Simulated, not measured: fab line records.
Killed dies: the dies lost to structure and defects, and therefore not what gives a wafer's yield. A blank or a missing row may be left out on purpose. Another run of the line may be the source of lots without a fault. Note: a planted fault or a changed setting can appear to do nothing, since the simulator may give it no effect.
fab line records -- flow sky130
[record] lots = 6, wafers = 18, lastDay = 50
route steps=708 shown METAL2@495 VIA2@507 PAD_OPEN@708
lots with no fault: from the same line, run without faults
startH: hours from the record's opening day to when the first of the lot's shown wafers began -- waitH: hours elapsed since this lot's preceding step -- " the same as in the row above -- L1.1+2: a single row standing in for several wafers -- - value missing, or start not given -- * or withheld: withheld -- < > ~ a bound
route shown NAME@n: a module of which the file shows steps, and the number in the route of the first -- usual: mean/standard deviation of fault-free wafers -- same: alike in all rows -- chamber/n: place in a boat -- sites: readings site by site -- _std_site: how widely they spread, as a standard deviation -- _edge_site: inner sites' mean taken away from outer sites' mean -- radiusMm: for every site, how far away it sits from the centre of the wafer -- mask NAME#n: copy n -- behind: the tool/chamber that last shaped the wafer -- hold: why the lot was held/for how many hours/how that ended -- device: which transistor (n, p or np) failed to switch -- end of line: tests of these same wafers at the route's end -- a step given without rows: its recipe and nothing more -- killed: the dies lost at the first sort to structure and to defects; this is not the yield of the wafer -- map: dies across one wafer; x = killed, . = not, _ = none there
set.NAME: the setting as run; set.NAME@STEP: as run at that earlier step -- model.NAME: the simulator's own value behind a step, which no gauge read
a table for each step, a row for each wafer; lots at some steps of the route
services: from which hour (startH, from the record's first day; less than 0 if before it) a tool's chamber was out of use, for how many hours, and why
[[steps]]
[step SKY_METAL2_EXPOSE_12]
[recipe] maskId = MM2, na = 0.8, sourceShape = annular, sigmaInner = 0.55, sigmaOuter = 0.85, targetCdNm = 140, doseMj = 28
[step SKY_METAL2_PEB_13]
[recipe] pebTempC = withheld, pebTimeS = withheld, resist = KrF-thick
[step SKY_METAL2_DEVELOP_14]
[recipe] developTimeS = 60, resist = KrF-thick, devTempC = 21
[step SKY_METAL2_CD_MEAS_15]
[recipe] targetCdNm = 140
[usual] cdNm = 139.7/1.8
lot.wafer,tool,chamber,startH,waitH,cdNm
L133.1,cdSem-01,-,850.40,-,142.2
L133.4,cdSem-01,-,850.40,-,141.7
L133.5,cdSem-01,-,850.40,-,140.8
L134.1,cdSem-01,-,852.18,-,139.8
L134.4,cdSem-01,-,852.18,-,140.3
L134.6,cdSem-01,-,852.18,-,139.8
L135.1,cdSem-01,-,855.58,-,140.6
L135.3,cdSem-01,-,855.58,-,141.7
L135.4,cdSem-01,-,855.58,-,143.6
L139.2,cdSem-01,-,884.42,-,140.5
L139.4,cdSem-01,-,884.42,-,140.8
L139.6,cdSem-01,-,884.42,-,141.1
L140.1,cdSem-02,-,895.58,-,143.3
L140.3,cdSem-02,-,895.58,-,144.5
L140.5,cdSem-02,-,895.58,-,143.5
L151.1,cdSem-02,-,971.50,-,137.8
L151.2,cdSem-02,-,971.50,-,138.5
L151.5,cdSem-02,-,971.50,-,138.5
[step SKY_METAL2_OVL_MEAS_16]
[usual] METAL2_OVL = 4/5.7
lot.wafer,tool,chamber,startH,waitH,METAL2_OVL[nm]
L133.1,overlay-02,-,850.52,0.1,10
L133.4,overlay-02,-,850.52,0.1,6
L133.5,overlay-02,-,850.52,0.1,2
L134.1,overlay-01,-,852.30,0.1,13
L134.4,overlay-01,-,852.30,0.1,17
L134.6,overlay-01,-,852.30,0.1,14
L135.1,overlay-01,-,855.70,0.1,-1
L135.3,overlay-01,-,855.70,0.1,6
L135.4,overlay-01,-,855.70,0.1,-11
L139.2,overlay-02,-,884.52,0.1,2
L139.4,overlay-02,-,884.52,0.1,5
L139.6,overlay-02,-,884.52,0.1,2
L140.1,overlay-01,-,895.70,0.1,-1
L140.3,overlay-01,-,895.70,0.1,6
L140.5,overlay-01,-,895.70,0.1,-2
L151.1,overlay-01,-,971.62,0.1,1
L151.2,overlay-01,-,971.62,0.1,-1
L151.5,overlay-01,-,971.62,0.1,-1
[step SKY_METAL2_DESCUM_17]
[recipe] chemistry = O2, sourcePowerW = 150, biasPowerW = 0, pressureMtorr = 10, tempC = 40, timeS = 8
[usual] chamberPressureMTorr = 10.001/0.0095, drypumpMotorCurrentA = 5.77/0.23, oesProductAu = 1.000/0.0081, tempC = 40.02/0.13
lot.wafer,tool,chamber,startH,waitH,chamberPressureMTorr,drypumpMotorCurrentA,oesProductAu,rfHoursCounterH,tempC
L133.1,rieMetal-03,1,850.55,0.0,10.006,5.49,0.997,14,40.13
L133.4,rieMetal-03,1,850.55,0.0,10.001,5.49,0.991,-,40.05
L133.5,rieMetal-03,1,850.55,0.0,10.012,5.47,0.995,-,39.88
L134.1,rieMetal-04,0,852.33,0.0,10.012,5.86,1.007,10,39.89
L134.4,rieMetal-04,1,852.33,0.0,9.998,5.43,1.012,-,39.90
L134.6,rieMetal-04,1,852.33,0.0,10.013,5.47,1.000,-,39.82
L135.1,rieMetal-04,1,855.73,0.0,10.001,5.42,1.004,8,40.08
L135.3,rieMetal-04,1,855.73,0.0,9.992,5.45,0.995,-,40.13
L135.4,rieMetal-04,0,855.73,0.0,9.992,5.83,1.008,-,40.04
L139.2,rieMetal-02,1,884.55,0.0,9.981,5.86,0.993,11,39.88
L139.4,rieMetal-02,1,884.55,0.0,10.008,5.88,0.991,-,39.83
L139.6,rieMetal-02,0,884.55,0.0,9.976,6.05,1.006,-,39.89
L140.1,rieMetal-03,0,895.73,0.0,10.001,5.96,0.994,2,39.94
L140.3,rieMetal-03,0,895.73,0.0,9.991,5.97,0.990,-,39.98
L140.5,rieMetal-03,0,895.73,0.0,10.001,5.99,1.001,-,40.13
L151.1,rieMetal-03,1,971.65,0.0,9.991,5.49,0.999,4,40.25
L151.2,rieMetal-03,0,971.65,0.0,10.016,5.97,0.995,6,39.99
L151.5,rieMetal-03,1,971.65,0.0,10.005,5.50,0.997,-,40.09
[step SKY_METAL2_ETCH_18]
[recipe] chemistry = N2/H2, target = BARC, ionEnergyEv = 200, biasW = 100, pressureMtorr = 30, n2FlowSccm = 100, h2FlowSccm = 200, icpW = 500, stopOn = SiO2, timeS = 45.9, targetDepthA = 600
[usual] chamberPressureMTorr = 29.998/0.027, drypumpMotorCurrentA = 5.78/0.22, n2FlowSccm = 100.0/0.32, oesProductAu = 0.854/0.0052, throttleValvePct = 13.224/0.009
lot.wafer,tool,chamber,startH,waitH,chamberPressureMTorr,drypumpMotorCurrentA,n2FlowSccm,oesProductAu,rfHoursCounterH,throttleValvePct
L133.1,rieMetal-03,1,850.62,0.1,30.020,5.52,100.0,0.860,14,13.208
L133.4,rieMetal-03,1,850.62,0.1,30.000,5.51,100.0,0.850,-,13.226
L133.5,rieMetal-03,1,850.62,0.1,30.015,5.52,100.4,0.847,-,13.225
L134.1,rieMetal-04,0,852.36,0.0,30.016,5.85,99.9,0.851,10,13.232
L134.4,rieMetal-04,1,852.36,0.0,29.971,5.45,100.5,0.850,-,13.230
L134.6,rieMetal-04,1,852.36,0.0,29.985,5.44,100.1,0.847,-,13.222
L135.1,rieMetal-04,1,855.76,0.0,29.977,5.45,99.7,0.851,8,13.221
L135.3,rieMetal-04,1,855.76,0.0,30.014,5.44,100.2,0.854,-,13.207
L135.4,rieMetal-04,0,855.76,0.0,29.978,5.86,100.0,0.858,-,13.231
L139.2,rieMetal-02,1,884.58,0.0,30.018,5.88,100.0,0.852,11,13.240
L139.4,rieMetal-02,1,884.58,0.0,29.994,5.87,100.6,0.848,-,13.227
L139.6,rieMetal-02,0,884.58,0.0,29.972,6.06,99.7,0.852,-,13.228
L140.1,rieMetal-03,0,895.80,0.1,30.028,6.01,99.7,0.850,2,13.210
L140.3,rieMetal-03,0,895.80,0.1,29.996,6.00,99.8,0.854,-,13.225
L140.5,rieMetal-03,0,895.80,0.1,30.042,5.98,100.4,0.852,-,13.225
L151.1,rieMetal-03,1,971.69,0.0,30.005,5.48,100.0,0.847,4,13.229
L151.2,rieMetal-03,0,971.69,0.0,29.985,5.98,99.8,0.855,6,13.211
L151.5,rieMetal-03,1,971.69,0.0,29.997,5.52,100.4,0.852,-,13.230
[step SKY_METAL2_METAL_ETCH_19]
[recipe] targetDepthA = 3600, stopOn = SiO2, overEtchFrac = 0.3, timeS = 78, chemistry = Cl2/BCl3, resistSidewallDeg = 88, pressureMtorr = 10, icpW = 900, biasW = 48.5, Cl2_flow_sccm = 60, bcl3FlowSccm = 30
[usual] chamberPressureMTorr = 10.000/0.0093, drypumpMotorCurrentA = 5.77/0.22, oesProductAu = 0.855/0.0058, throttleValvePct = 22.264/0.0098
[same] overEtchFrac = 0.3
lot.wafer,tool,chamber,startH,waitH,chamberPressureMTorr,drypumpMotorCurrentA,oesProductAu,rfHoursCounterH,throttleValvePct
L133.1,rieMetal-03,1,850.74,0.1,10.003,5.44,0.861,14,22.275
L133.4,rieMetal-03,1,850.74,0.1,9.992,5.48,0.849,-,22.245
L133.5,rieMetal-03,1,850.74,0.1,10.018,5.49,0.850,-,22.256
L134.1,rieMetal-04,0,852.43,0.0,9.982,5.85,0.845,10,22.251
L134.4,rieMetal-04,1,852.43,0.0,10.001,5.47,0.849,-,22.237
L134.6,rieMetal-04,1,852.43,0.0,10.003,5.44,0.853,-,22.271
L135.1,rieMetal-04,1,855.83,0.0,10.005,5.46,0.861,8,22.261
L135.3,rieMetal-04,1,855.83,0.0,9.979,5.43,0.850,-,22.260
L135.4,rieMetal-04,0,855.83,0.0,9.998,5.88,0.852,-,22.254
L139.2,rieMetal-02,1,884.65,0.0,10.015,5.87,0.855,11,22.255
L139.4,rieMetal-02,1,884.65,0.0,9.994,5.86,0.871,-,22.262
L139.6,rieMetal-02,0,884.65,0.0,10.006,6.05,0.858,-,22.277
L140.1,rieMetal-03,0,895.92,0.1,9.996,5.96,0.861,2,22.242
L140.3,rieMetal-03,0,895.92,0.1,9.991,5.94,0.850,-,22.257
L140.5,rieMetal-03,0,895.92,0.1,9.982,5.94,0.863,-,22.261
L151.1,rieMetal-03,1,971.75,0.0,9.981,5.49,0.851,4,22.251
L151.2,rieMetal-03,0,971.75,0.0,9.999,5.97,0.849,6,22.273
L151.5,rieMetal-03,1,971.75,0.0,10.003,5.47,0.851,-,22.243
[step SKY_METAL2_STRIP_20]
[recipe] chemistry = O2/N2, powerW = 1400, pressureMtorr = 1500, platenTempC = withheld, o2FlowSccm = 3000, n2FlowSccm = 300, overashFraction = 0.5
[usual] chamberPressureMTorr = 1500.2/1.4, drypumpMotorCurrentA = 5.72/0.28, n2FlowSccm = 300.1/0.9, oesProductAu = 0.343/0.0049, stripTimeToEndpointS = 2.69/0.036
lot.wafer,tool,chamber,startH,waitH,chamberPressureMTorr,drypumpMotorCurrentA,n2FlowSccm,oesProductAu,rfHoursCounterH,stripTimeToEndpointS
L133.1,plasmaAsher-04,1,850.92,0.1,1501.9,5.24,301.1,0.337,11,2.71
L133.4,plasmaAsher-04,1,850.92,0.1,1500.0,5.25,301.2,0.343,-,2.71
L133.5,plasmaAsher-04,0,850.92,0.1,1499.8,5.74,299.8,0.342,-,2.70
L134.1,plasmaAsher-03,1,852.52,0.1,1501.6,5.92,299.4,0.343,105,2.67
L134.4,plasmaAsher-03,0,852.52,0.1,1498.7,5.99,300.2,0.343,-,2.70
L134.6,plasmaAsher-03,1,852.52,0.1,1501.1,5.93,299.7,0.344,-,2.65
L135.1,plasmaAsher-04,0,855.92,0.1,1499.8,5.72,299.2,0.346,12,2.69
L135.3,plasmaAsher-04,1,855.92,0.1,1499.6,5.24,300.2,0.344,-,2.70
L135.4,plasmaAsher-04,0,855.92,0.1,1499.4,5.76,299.7,0.341,-,2.69
L139.2,plasmaAsher-03,1,884.74,0.1,1498.3,5.89,298.2,0.351,108,2.78
L139.4,plasmaAsher-03,0,884.74,0.1,1499.2,5.98,302.0,0.348,-,2.77
L139.6,plasmaAsher-03,1,884.74,0.1,1501.8,5.88,300.5,0.341,-,2.77
L140.1,plasmaAsher-03,0,896.10,0.1,1499.0,5.94,301.2,0.345,109,2.72
L140.3,plasmaAsher-03,1,896.10,0.1,1498.7,5.88,299.9,0.343,-,2.73
L140.5,plasmaAsher-03,0,896.10,0.1,1497.1,5.92,300.6,0.345,-,2.72
L151.1,plasmaAsher-03,0,971.84,0.1,1502.3,5.95,301.2,0.338,117,2.69
L151.2,plasmaAsher-03,1,971.84,0.1,1499.6,5.92,299.8,0.350,117,2.72
L151.5,plasmaAsher-03,1,971.84,0.1,1499.6,5.95,299.0,0.345,-,2.68
[step SKY_METAL2_STRIP_21]
[recipe] chemistry = postEtchResidueRemover, timeS = 1200, tempC = 72.5
[step SKY_METAL2_CLEAN_22]
[recipe] chemistry = IPA, timeS = 180, tempC = 25
[step SKY_METAL2_CLEAN_23]
[recipe] chemistry = O3/DIW, dry = n2Spin
[step SKY_VIA2_HDPCVD_00]
[recipe] material = SiO2, targetThkNm = 1180, sigmaOpenFrac = 0.3, timeS = 196.7, tempC = 400, sih4FlowSccm = 60, pressureMtorr = 6
lot.wafer,tool,chamber,startH,waitH
L133.1+4+5,hdpcvd-01,"0,1,2",851.51,0.0
L134.1+4+6,hdpcvd-02,"2,1,0",853.11,0.0
L135.1+3+4,hdpcvd-01,"0,2,1",856.51,0.0
L139.2+4+6,hdpcvd-01,"2,1,2",885.36,0.0
L139.2+4+6,hdpcvd-01,"2,1,2",885.65,0.2
L140.1+3+5,hdpcvd-02,"0,1,0",896.70,0.0
L140.1+3+5,hdpcvd-02,"0,1,0",896.99,0.2
L151.1+2+5,hdpcvd-02,"0,1,0",972.44,0.0
[step SKY_VIA2_THK_MEAS_01]
[recipe] reads = SiO2_of_VIA2_HDPCVD_00
[usual] VIA2_HDPCVD_THK = 1187/11
lot.wafer,tool,chamber,startH,waitH,VIA2_HDPCVD_THK[nm]
L133.1,filmMetro-03,-,851.64,0.1,1188
L133.4,filmMetro-03,-,851.64,0.1,1185
L133.5,filmMetro-03,-,851.64,0.1,1175
L134.1,filmMetro-01,-,853.23,0.1,1198
L134.4,filmMetro-01,-,853.23,0.1,1171
L134.6,filmMetro-01,-,853.23,0.1,1203
L135.1,filmMetro-02,-,856.63,0.1,1195
L135.3,filmMetro-02,-,856.63,0.1,1150
L135.4,filmMetro-02,-,856.63,0.1,1191
L139.2,filmMetro-01,-,885.79,0.1,2387
L139.4,filmMetro-01,-,885.79,0.1,2376
L139.6,filmMetro-01,-,885.79,0.1,2378
L140.1,filmMetro-03,-,897.12,0.1,2387
L140.3,filmMetro-03,-,897.12,0.1,2364
L140.5,filmMetro-03,-,897.12,0.1,2400
L151.1,filmMetro-01,-,972.57,0.1,1183
L151.2,filmMetro-01,-,972.57,0.1,1181
L151.5,filmMetro-01,-,972.57,0.1,1192
[step SKY_VIA2_CMP_02]
[recipe] material = SiO2, downForcePsi = 4, platenRpm = 60, padVelocityMS = 0.94248
[usual] motorCurrentA = 12.0/1.2, slurryFilterDpKPa = 13.48/0.12
lot.wafer,tool,chamber,startH,waitH,motorCurrentA,slurryFilterDpKPa
L133.4,cmp-01,3,851.70,0.0,12.8,13.55
L133.1,cmp-01,2,851.70,0.0,11.8,13.52
L133.5,cmp-01,3,851.70,0.0,12.4,13.53
L134.4,cmp-01,3,853.29,0.0,12.7,13.53
L134.1,cmp-01,1,853.29,0.0,11.1,13.51
L134.6,cmp-01,0,853.29,0.0,13.7,13.52
L135.4,cmp-02,2,856.69,0.0,11.9,13.76
L135.1,cmp-02,3,856.69,0.0,10.9,13.64
L135.3,cmp-02,1,856.69,0.0,10.8,13.33
L139.2,cmp-01,2,885.84,0.0,12.1,13.52
L139.4,cmp-01,1,885.84,0.0,11.7,13.67
L139.6,cmp-01,3,885.84,0.0,12.9,13.56
L140.3,cmp-02,2,897.23,0.1,12.0,13.47
L140.1,cmp-02,3,897.23,0.1,11.4,13.45
L140.5,cmp-02,2,897.23,0.1,11.9,13.48
L151.2,cmp-02,1,972.63,0.0,10.0,13.52
L151.1,cmp-02,3,972.63,0.0,10.6,13.65
L151.5,cmp-02,2,972.63,0.0,12.0,13.55
[step SKY_PAD_OPEN_PROBE_99]
[usual] defectLimitedYield = 82.4/1.8, killed_at_M0_to_M3 = 44/6, killed_at_M4_up = 2.9/1.5, killedAtContacts = 24/4.9, killedAtFrontEnd = 16/4.3, killedAtOther = 0.3/0.54, killedDies = 87/8.7, killedOpen = 48/6.7, killedShort = 39/5.9, sort_bin_3_pad_short = 0.9/0.4, sort_bin_5_function = 10.5/1.5, sort_bin_6_memory = 6.2/1.1, sortNPass = 405/8.7, sortYieldPct = 82.4/1.8
[same] grossDies = 492, killedAtBackSide = 0, sort_bin_4_leakage[%] = 0, sort_bin_8_speed[%] = 0
lot.wafer,tool,chamber,startH,waitH,defectLimitedYield[%],killed_at_M0_to_M3,killed_at_M4_up,killedAtContacts,killedAtFrontEnd,killedAtOther,killedDies,killedOpen,killedShort,sort_bin_3_pad_short[%],sort_bin_5_function[%],sort_bin_6_memory[%],sortNPass,sortYieldPct[%]
L133.1,prober-02,-,1101.93,0.1,77.2,50,7,31,24,0,112,64,48,0.8,14.0,7.9,380,77.2
L133.4,prober-02,-,1102.08,0.2,83.3,43,1,31,7,0,82,37,45,0.2,10.6,5.9,410,83.3
L133.5,prober-02,-,1102.13,0.2,81.9,49,3,23,13,1,89,42,46,0.6,11.2,6.3,403,81.9
L139.2,prober-01,-,1127.06,0.1,82.7,45,1,26,13,0,85,48,37,0.4,11.6,5.3,407,82.7
L139.4,prober-01,-,1127.16,0.2,80.9,58,3,14,18,1,94,37,57,1.2,10.6,7.3,398,80.9
L139.6,prober-01,-,1127.26,0.2,85.4,39,1,21,11,0,72,37,35,0.8,7.9,5.9,420,85.4
L140.3,prober-02,-,1135.55,0.2,84.6,44,3,19,10,0,76,39,37,1.2,7.3,6.9,416,84.6
// killed by level:class
L133.1 LI_CONTACT:geometricParticle:open=10 FIELD_ISO:geometricParticle:short=9 VIA1:geometricParticle:open=9 CONTACT:geometricParticle:open=9 VIA3:geometricParticle:open=9 VIA2:geometricParticle:open=8 METAL1:geometricParticle:short=7 FIELD_ISO:geometricParticle:open=5
L133.4 CONTACT:geometricParticle:open=13 VIA1:geometricParticle:short=7 METAL2:geometricParticle:short=7 LI_CONTACT:geometricParticle:open=6 VIA1:geometricParticle:open=6 VIA2:geometricParticle:open=6 LOCAL_INTERCONNECT:geometricParticle:short=5 CONTACT:geometricParticle:short=5
L133.5 METAL2:geometricParticle:short=10 VIA1:geometricParticle:open=10 CONTACT:geometricParticle:open=8 LI_CONTACT:geometricParticle:open=6 CONTACT:geometricParticle:short=6 VIA2:geometricParticle:open=6 VIA1:geometricParticle:short=5 METAL3:geometricParticle:short=5
L139.2 VIA2:geometricParticle:open=11 LI_CONTACT:geometricParticle:open=9 CONTACT:geometricParticle:open=9 VIA1:geometricParticle:short=7 METAL2:geometricParticle:short=6 VIA3:geometricParticle:open=6 POLY_GATE:geometricParticle:open=5 METAL1:geometricParticle:short=4
L139.4 METAL1:geometricParticle:short=10 VIA2:geometricParticle:open=8 METAL2:geometricParticle:short=8 VIA3:geometricParticle:open=7 VIA1:geometricParticle:open=7 VIA2:geometricParticle:short=6 POLY_GATE:geometricParticle:short=5 FIELD_ISO:geometricParticle:short=4
L139.6 LI_CONTACT:geometricParticle:open=9 VIA2:geometricParticle:open=9 FIELD_ISO:geometricParticle:short=6 CONTACT:geometricParticle:open=6 VIA1:geometricParticle:short=5 METAL2:geometricParticle:short=5 METAL1:geometricParticle:short=4 VIA1:geometricParticle:open=4
L140.3 METAL2:geometricParticle:short=8 VIA1:geometricParticle:open=8 LI_CONTACT:geometricParticle:open=6 METAL1:geometricParticle:short=6 VIA3:geometricParticle:open=6 LI_CONTACT:geometricParticle:short=4 CONTACT:geometricParticle:open=4 VIA1:geometricParticle:short=4
[[services]]
tool,chamber,startH,hours,kind
rieMetal-03,0,832.76,-,clean
rieMetal-03,0,832.76,28.0,scheduledDown
rieMetal-03,0,832.76,28.0,ventCycle
hdpcvd-01,-,833.40,0.5,repair
rieMetal-02,1,841.06,8.3,repair
rieMetal-03,1,844.20,4.6,repair
hdpcvd-01,-,851.95,0.7,repair
rieMetal-03,1,870.52,4.2,repair
rieMetal-03,1,874.76,-,clean
rieMetal-03,1,874.76,27.4,scheduledDown
rieMetal-03,1,874.76,27.4,ventCycle
plasmaAsher-03,-,885.83,1.0,repair
hdpcvd-01,2,888.11,21.9,repair
cmp-01,-,890.18,0.5,repair
cmp-02,-,912.77,4.0,pm
cmp-01,-,918.79,1.3,repair
rieMetal-04,1,918.84,24.1,repair
rieMetal-02,-,919.17,2.8,pm
cmp-01,-,943.33,0.4,repair
hdpcvd-01,-,950.25,15.0,pm
hdpcvd-01,0,950.25,15.0,ventCycle
hdpcvd-01,1,950.25,15.0,ventCycle
hdpcvd-01,2,950.25,15.0,ventCycle
cmp-01,-,960.52,2.7,repair
[[key]]
[firstSign] step = SKY_VIA2_HDPCVD_00, reading = visit, direction = added
[effect] step = SKY_VIA2_THK_MEAS_01, reading = VIA2_HDPCVD_THK, direction = up, sigmas = 99+, usual = 1187, struck = 2382
metAt SKY_VIA2_HDPCVD_00
struckWafers L139.2,L139.4,L139.6,L140.1,L140.3,L140.5
[fault] kind = repeatedStepWhole, tool = hdpcvd-01,hdpcvd-02, chamber = -, onsetH = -, steps = SKY_VIA2_HDPCVD_00, times = 1, scope = struckLotsOnly
